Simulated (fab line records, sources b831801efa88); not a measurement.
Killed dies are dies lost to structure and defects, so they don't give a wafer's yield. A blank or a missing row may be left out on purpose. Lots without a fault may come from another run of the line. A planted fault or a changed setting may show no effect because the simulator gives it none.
One fault seen from 2 desks | flow gf180mcu | each desk has only its own numbers; what lay behind them comes last

THE METROLOGY DESK
What the gauges read, lot by lot, whatever tool the lot ran on: means of the sampled wafers that have a number. A lot is out of limits, marked OUT, if its mean lies more than 4 standard deviations from the usual mean; the brackets give that distance.
Columns: A = NSD_OVL at GF_NSD_OVL_MEAS_08, usual -0.7 nm; B = PSD_TW at GF_PSD_TW_MEAS_11, usual 3184; C = SAB_CVD_00_THK at GF_SAB_THK_MEAS_01, usual 49.8 nm
lot  | first seen here | A    | B    | C
L667 | day 13 07:36    | 1.0  | 3137 | 49.6
L668 | day 13 17:04    | -0.9 | 3250 | 49.7
L669 | day 14 00:55    | -0.3 | 3121 | 49.2
L671 | day 14 19:53    | -0.5 | 3125 | 50.0
L672 | day 15 01:23    | -1.2 | 3177 | 50.2
L676 | day 16 10:27    | 0.3  | 3218 | 45.1 (-7.2) OUT
L677 | day 16 19:47    | 0.4  | 3185 | 44.6 (-7.9) OUT
L678 | day 17 06:23    | 2.1  | 3112 | 45.0 (-7.4) OUT
L684 | day 19 11:35    | -0.4 | 3226 | 49.7
L685 | day 19 16:22    | -0.5 | 3239 | 49.3
L686 | day 19 22:14    | 0.7  | 3232 | 50.2
L687 | day 20 04:32    | -1.2 | 3243 | 49.4
L688 | day 20 13:20    | -2.3 | 3213 | 49.6
L690 | day 21 05:11    | 0.7  | 3178 | 49.2
This desk's finding: out of limits on L676, L677, L678; first on L676, day 17 10:24 (SAB_CVD_00_THK at GF_SAB_THK_MEAS_01). In limits: L667, L668, L669, L671, L672, L684, L685, L686, L687, L688, L690.

THE TOOL OWNER'S DESK: pecvd-03
The tool's own readings at GF_SAB_CVD_00 (deposits SiO2 from TEOS, target thk 50 nm, time 4.9302 s): means of the sampled wafers that have a number, for each lot that ran on this tool. A lot is out of limits, marked OUT, if its mean lies more than 4 standard deviations from the usual mean; the brackets give that distance.
Columns: A = heater_power_w at GF_SAB_CVD_00, usual 676 W
lot  | first seen here | A
L667 | day 14 05:32    | 754
L669 | day 14 23:32    | 714
L671 | day 15 17:37    | 819
L672 | day 16 00:23    | 777
L676 | day 17 10:21    | 800
L677 | day 17 20:12    | 964
L678 | day 18 07:20    | 744
L684 | day 20 12:53    | 764
L685 | day 20 16:53    | 792
L687 | day 21 06:02    | 828
L688 | day 21 13:56    | 595
L690 | day 22 05:32    | 757
This desk's finding: nothing out of limits on any of the 12 lots.

PUT TOGETHER
The metrology desk could have raised an alarm at day 17 10:24, on L676, L677, L678.
The tool owner's desk saw nothing out of limits.
The tool owner's desk has L676, L677, L678 on record, within its limits.
Of the lots named, all ran GF_SAB_CVD_00 on pecvd-03.

WHAT THE SIMULATOR HAD PUT IN
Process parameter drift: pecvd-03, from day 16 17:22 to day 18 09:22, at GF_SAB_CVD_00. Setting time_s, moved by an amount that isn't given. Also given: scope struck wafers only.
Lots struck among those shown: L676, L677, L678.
Hours from the fault's start to each desk's first reading out of limits: the metrology desk, 17.
